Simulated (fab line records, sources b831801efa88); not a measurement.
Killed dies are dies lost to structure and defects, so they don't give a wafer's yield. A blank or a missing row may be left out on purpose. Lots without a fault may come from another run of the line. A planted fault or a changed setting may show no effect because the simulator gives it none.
Problem report in the 8D (eight disciplines) form, filled by code | flow sky130 | the parts of the form that need people (team, actions taken, sign-off) are left out

1. THE PROBLEM
plate_temp_C at SKY_PAD_OPEN_SOFTBAKE_03 reads a mean of 115.64 C on 9 wafers of 3 lots; wafers without a fault read 109.99 C with a standard deviation of 0.13. That is +43 standard deviations from the usual mean.
First seen on wafer L674.2, day 49 16:15, on litho_track-02. The record holds 36 wafers of 12 lots with a number at this step. Rule for "out", or "out of limits": more than 4 standard deviations from the usual mean. The other wafers with a number count as sound.

2. WHAT IT IS AND WHAT IT IS NOT
question                    | is                                 | is not
which readings at this step | plate_temp_C, heater_power_total_W | -
which lots                  | L674, L675, L678                   | L659, L660, L661, L662, L665, L666, L667, L669, L680
which wafers of those lots  | all that have a number             | -
read on which tools         | litho_track-02                     | litho_track-03, litho_track-04
when                        | from day 49 16:15                  | up to then (24 sound wafers); but 3 sound wafers of L680 came after

3. SUSPECTS, AND WHAT RULES EACH OUT
Counting: a tool at a process step up to the reading stays a suspect if it ran every lot that is out and no sound lot after the first of them.
- litho_track-02 at SKY_PAD_OPEN_SOFTBAKE_03: kept. It ran every lot that is out, first L674 (day 49 16:15), and no sound lot after that; its last sound lot up to then is L667 (day 47 21:04). Its own readings are out on those wafers: heater_power_total_W, plate_temp_C.
Left after counting: litho_track-02 at SKY_PAD_OPEN_SOFTBAKE_03.

4. THE CAUSE (what the simulator had put in)
Process parameter drift: litho_track-02, from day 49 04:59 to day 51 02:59, at SKY_PAD_OPEN_SOFTBAKE_03. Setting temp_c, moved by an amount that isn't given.
Counting left only this tool.

5. THE CHAIN OF EFFECTS, in route order
Each row: a reading whose mean over the struck wafers that have a number lies more than 3 standard deviations from the usual. Only readings for which the record gives a usual standard deviation are gone through. hours: the time from each lot's start at the first step in this table that gives one to its start at this step, as a median over the lots. sigmas: the change in usual standard deviations.
hours | step                     | reading              | usual    | on struck wafers | change | sigmas
0     | SKY_PAD_OPEN_SOFTBAKE_03 | heater_power_total_W | 65.32 W  | 69.82            | +4.50  | +32
0     | SKY_PAD_OPEN_SOFTBAKE_03 | plate_temp_C         | 109.99 C | 115.64           | +5.65  | +43
The process steps in it:
- SKY_PAD_OPEN_SOFTBAKE_03

6. WHAT WOULD HAVE CAUGHT IT SOONER
In this record the first reading out of limits was taken at day 49 16:15, 11 hours after the fault began at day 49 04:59.
